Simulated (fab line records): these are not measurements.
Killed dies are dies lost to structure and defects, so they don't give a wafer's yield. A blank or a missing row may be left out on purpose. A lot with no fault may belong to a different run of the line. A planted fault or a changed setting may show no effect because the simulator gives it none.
Chamber matching    flow gf180mcu    GF_STI_CMP_25 on cmp-01: 4 sister chambers
The step polishes, stops on Si3N4, t overpolish 33 s, target thk 524.6 nm. 18 wafers are shown with their chamber, then 9 later ones without.

## WAFERS PAIRED WITH THEIR CHAMBERS
wafer   chamber  motor-current-A (A)  time-to-endpoint-s (s)  head-pressure-psi (psi)
L963.2  0        11.5                 120                     4.006
L963.5  1        11.8                 120                     4.001
L963.6  0        11.9                 126                     4.004
L965.1  0        11.6                 123                     4.012
L965.3  2        11.1                 138                     4.006
L965.6  2        10.9                 132                     3.986
L967.2  1        10.4                 117                     3.998
L967.3  0        12.6                 122                     3.995
L967.4  3        10.0                 126                     4.002
L968.1  2        11.0                 129                     3.987
L968.4  1        11.2                 109                     4.004
L968.5  2        10.9                 130                     3.991
L971.3  1        11.7                 115                     4.017
L971.5  2        11.5                 134                     3.995
L971.6  3        9.7                  122                     4.003
L981.1  0        11.6                 120                     3.993
L981.4  1        11.8                 123                     4.025
L981.5  0        11.8                 126                     4.008

SIGNATURES (means of the wafers above)
reading             chamber 0  chamber 1  chamber 2  chamber 3  scatter within a chamber
motor-current-A     11.833     11.380     11.080     9.850      0.427
time-to-endpoint-s  122.83     116.80     132.60     124.00     3.86
head-pressure-psi   4.00300    4.00900    3.99300    4.00250    0.00875
Rule: a wafer's distance from a chamber is the root of the sum, over the readings, of the square of ((its reading less the chamber's mean) divided by the reading's scatter). If the next closest chamber is less than 2 further off than the closest, the wafer can't be placed; otherwise it belongs to the closest. The scatter is the square root of a quotient: the sum, over the shown wafers, of each reading's squared deviation from its chamber's mean, divided by wafers minus chambers.

## WAFERS WHOSE CHAMBER IS MISSING
wafer   motor-current-A (A)  time-to-endpoint-s (s)  head-pressure-psi (psi)
L982.4  9.9                  137                     3.976
L982.5  11.6                 126                     3.997
L982.6  10.7                 138                     4.000
L983.1  10.3                 124                     4.014
L983.4  10.8                 140                     3.987
L983.5  12.4                 133                     3.994
L984.1  10.2                 132                     4.015
L984.2  11.4                 134                     3.989
L984.4  11.7                 127                     4.001

## CHAMBER TAKEN BY EACH
wafer   from the rows above           in truth
L982.4  can't be placed: 2 or 3       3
L982.5  can't be placed: 0 or 2 or 1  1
L982.6  2                             2
L983.1  can't be placed: 3 or 1       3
L983.4  2                             2
L983.5  can't be placed: 2 or 0       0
L984.1  can't be placed: 3 or 2       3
L984.2  2                             2
L984.4  can't be placed: 0 or 2 or 1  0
3 of 9 placed correctly. These rows do not allow placing 6 (true chamber among the candidates in 6). Number placed wrongly: 0.
